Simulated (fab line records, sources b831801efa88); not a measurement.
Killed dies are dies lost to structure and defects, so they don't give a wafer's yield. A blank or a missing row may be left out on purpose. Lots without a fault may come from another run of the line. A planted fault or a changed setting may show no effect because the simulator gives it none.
Which tool did it? | flow sky130 | 11 lots, 33 wafers sampled, at 6 steps of a route of 708

WHAT THE GAUGES READ, wafer by wafer
SKY_NWELL_TW_MEAS_15. Usual: NWELL_TW 1821, standard deviation 13.
lot  | measured     | on            | NWELL_TW       | flag
L761 | day 5 07:57  | film_metro-03 | 1820 1815 1827 |
L765 | day 6 06:26  | film_metro-03 | 3782 3786 3793 | OFF
L768 | day 6 18:27  | film_metro-01 | 3875 3848 3857 | OFF
L769 | day 7 03:32  | film_metro-04 | 1832 1823 1826 |
L774 | day 8 07:24  | film_metro-04 | 1807 1813 1810 |
L775 | day 8 10:04  | film_metro-03 | 1826 1819 1818 |
L778 | day 9 05:37  | film_metro-03 | 1810 1813 1796 |
L779 | day 9 09:43  | film_metro-01 | 1838 1843 1838 |
L780 | day 9 14:38  | film_metro-03 | 1815 1812 1818 |
L781 | day 10 04:22 | film_metro-03 | 1821 1834 1822 |
L782 | day 10 10:06 | film_metro-03 | 1818 1819 1820 |

SKY_NWELL_RS_MEAS_29: measures by four-point-probe. Usual: NWELL_RS 624.6 ohm/sq, standard deviation 1.9.
lot  | measured     | on            | NWELL_RS (ohm/sq) | flag
L761 | day 6 02:09  | film_metro-04 | 626.3 622.9 623.7 |
L765 | day 7 01:48  | film_metro-01 | 161.2 161.3 161.1 | OFF
L768 | day 7 13:53  | film_metro-04 | 160.7 160.6 161.0 | OFF
L769 | day 7 23:40  | film_metro-04 | 626.2 624.9 625.8 |
L774 | day 9 05:14  | film_metro-04 | 628.5 627.3 628.3 |
L775 | day 9 07:40  | film_metro-03 | 622.1 622.4 623.7 |
L778 | day 10 03:16 | film_metro-03 | 626.8 624.2 628.5 |
L779 | day 10 07:29 | film_metro-03 | 626.4 625.4 625.0 |
L780 | day 10 13:35 | film_metro-04 | 620.2 623.9 621.7 |
L781 | day 11 03:46 | film_metro-04 | 621.3 621.6 621.8 |
L782 | day 11 09:04 | film_metro-04 | 625.0 625.5 622.5 |

SKY_NWELL_RS_MEAS_31: measures by four-point-probe. Usual: PWDE_RS 5264 ohm/sq, standard deviation 17.
lot  | measured     | on            | PWDE_RS (ohm/sq) | flag
L761 | day 6 02:23  | film_metro-04 | 5287 5272 5251   |
L765 | day 7 02:02  | film_metro-01 | 5260 5243 5236   |
L768 | day 7 14:08  | film_metro-04 | 5243 5236 5238   |
L769 | day 7 23:54  | film_metro-04 | 5252 5277 5287   |
L774 | day 9 05:29  | film_metro-04 | 5252 5250 5240   |
L775 | day 9 07:55  | film_metro-03 | 5294 5286 5279   |
L778 | day 10 03:30 | film_metro-03 | 5302 5287 5291   |
L779 | day 10 07:43 | film_metro-03 | 5287 5268 5258   |
L780 | day 10 13:50 | film_metro-04 | 5264 5243 5271   |
L781 | day 11 04:00 | film_metro-04 | 5260 5263 5255   |
L782 | day 11 09:18 | film_metro-04 | 5256 5243 5266   |

SKY_VT_ADJUST_HVTP_TW_MEAS_11. Usual: VT_ADJUST_HVTP_TW 1352, standard deviation 19.
lot  | measured     | on            | VT_ADJUST_HVTP_TW | flag
L761 | day 6 21:35  | film_metro-03 | 1347 1343 1343    |
L765 | day 7 21:14  | film_metro-03 | 1353 1347 1349    |
L768 | day 8 10:23  | film_metro-02 | 1325 1322 1314    |
L769 | day 8 20:43  | film_metro-02 | 1329 1325 1328    |
L774 | day 10 02:49 | film_metro-01 | 1380 1371 1377    |
L775 | day 10 05:39 | film_metro-02 | 1327 1336 1339    |
L778 | day 11 03:20 | film_metro-01 | 1364 1365 1371    |
L779 | day 11 07:02 | film_metro-03 | 1351 1349 1355    |
L780 | day 11 14:05 | film_metro-03 | 1357 1356 1362    |
L781 | day 12 04:41 | film_metro-01 | 1376 1374 1369    |
L782 | day 12 08:53 | film_metro-02 | 1331 1327 1336    |

WHICH TOOL RAN EACH LOT (tool, then ch and the chambers of the sampled wafers, then the start)
lot  | SKY_FIELD_ISO_ETCH_17           | SKY_NWELL_IMPLANT_11
L761 | rie_si-02 ch 0,2, day 2 14:37   | implanter-02 ch 0, day 5 07:25
L765 | rie_si-01 ch 0,1,3, day 3 15:44 | implanter-02 ch 0, day 6 05:53
L768 | rie_si-01 ch 0,2,3, day 4 07:02 | implanter-02 ch 0, day 6 17:54
L769 | rie_si-02 ch 0,2,3, day 4 11:22 | implanter-04 ch 0, day 7 02:59
L774 | rie_si-02 ch 1,3, day 5 11:47   | implanter-01 ch 0, day 8 06:51
L775 | rie_si-01 ch 1,2,3, day 5 15:27 | implanter-04 ch 0, day 8 09:32
L778 | rie_si-02 ch 0,2,3, day 6 08:36 | implanter-02 ch 0, day 9 05:05
L779 | rie_si-01 ch 0,3, day 6 13:37   | implanter-04 ch 0, day 9 09:11
L780 | rie_si-02 ch 0,1,3, day 6 18:01 | implanter-04 ch 0, day 9 14:05
L781 | rie_si-01 ch 0,2,3, day 7 01:23 | implanter-02 ch 0, day 10 03:52
L782 | rie_si-02 ch 0,1,3, day 7 05:49 | implanter-02 ch 0, day 10 09:33
- SKY_FIELD_ISO_ETCH_17: etches Si in HBr/Cl2/O2, target depth 342 nm, time 97.7 s.
- SKY_NWELL_IMPLANT_11

WHAT THE TOOLS THEMSELVES READ (means of the sampled wafers that have a number; where no wafer has one, the mark that the record gives instead)
SKY_FIELD_ISO_ETCH_17. Usual: bias_w 150.0 W, standard deviation 0.45; drypump_motor_current_A 5.5 A, standard deviation 0.43; oes_product_au 1.000 a.u., standard deviation 0.0077; throttle_valve_pct 25.656 %, standard deviation 0.01.
lot  | tool      | bias_w (W) | drypump_motor_current_A (A) | oes_product_au (a.u.) | throttle_valve_pct (%) | flag
L761 | rie_si-02 | 150.5      | 5.6                         | 0.994                 | 25.652                 |
L765 | rie_si-01 | 150.0      | 5.4                         | 0.993                 | 25.656                 |
L768 | rie_si-01 | 149.8      | 5.0                         | 1.007                 | 25.656                 |
L769 | rie_si-02 | 150.4      | 5.7                         | 0.993                 | 25.662                 |
L774 | rie_si-02 | 150.1      | 5.8                         | 0.993                 | 25.664                 |
L775 | rie_si-01 | 150.6      | 5.4                         | 1.001                 | 25.657                 |
L778 | rie_si-02 | 150.2      | 5.6                         | 1.005                 | 25.657                 |
L779 | rie_si-01 | 149.9      | 5.0                         | 0.997                 | 25.650                 |
L780 | rie_si-02 | 149.9      | 5.6                         | 0.997                 | 25.653                 |
L781 | rie_si-01 | 150.4      | 5.0                         | 1.003                 | 25.650                 |
L782 | rie_si-02 | 150.6      | 5.7                         | 1.003                 | 25.656                 |

SKY_NWELL_IMPLANT_11. Usual: beam_energy_keV 400.01, standard deviation 0.13; beam_on_s 10.02 s, standard deviation 0.21; dose_ions_cm2 1.9e+13, standard deviation 2.1e+10; faraday_current_uA 106.9, standard deviation 2.2.
lot  | tool         | beam_energy_keV | beam_on_s (s) | dose_ions_cm2 | faraday_current_uA | flag
L761 | implanter-02 | 399.87          | 9.91          | 1.9e+13       | 108.1              |
L765 | implanter-02 | 400.04          | 71.07         | 2.1e+14       | 164.2              | OFF
L768 | implanter-02 | 399.83          | 69.30         | 2.1e+14       | 168.2              | OFF
L769 | implanter-04 | 400.10          | 9.99          | 1.9e+13       | 107.1              |
L774 | implanter-01 | 400.07          | 10.20         | 1.9e+13       | 105.0              |
L775 | implanter-04 | 400.01          | 10.07         | 1.9e+13       | 106.3              |
L778 | implanter-02 | 399.93          | 10.20         | 1.9e+13       | 105.0              |
L779 | implanter-04 | 399.79          | 9.77          | 1.9e+13       | 109.2              |
L780 | implanter-04 | 400.04          | 10.07         | 1.9e+13       | 106.4              |
L781 | implanter-02 | 400.24          | 10.09         | 1.9e+13       | 106.3              |
L782 | implanter-02 | 399.99          | 9.87          | 1.9e+13       | 108.6              |

THE ANSWER, worked out from the rows above alone
Rule: a lot is off if the mean of its wafers that have a number lies more than 3 standard deviations from the usual mean. A lot without any number at a reading at which 4 lots or more have one is off too. The other lots that the step has rows for count as sound. The gauges are gone through in route order, then the tools' own readings, and for those a lot's mean is taken as printed above. The first step at which some lot is off is used, and at that step the reading that is off furthest; a lot without a number counts as furthest.
Off: L765, L768, at SKY_NWELL_TW_MEAS_15 (NWELL_TW).
A tool fits if, at a process step before that reading, it ran every lot that is off, and no sound lot after the first of them. The gauges at SKY_NWELL_TW_MEAS_15 aren't tried: what is off there is off at SKY_NWELL_IMPLANT_11 too, on other tools, and a gauge's error can't cause that. None of those tried fits.

WHAT THE SIMULATOR HAD PUT IN
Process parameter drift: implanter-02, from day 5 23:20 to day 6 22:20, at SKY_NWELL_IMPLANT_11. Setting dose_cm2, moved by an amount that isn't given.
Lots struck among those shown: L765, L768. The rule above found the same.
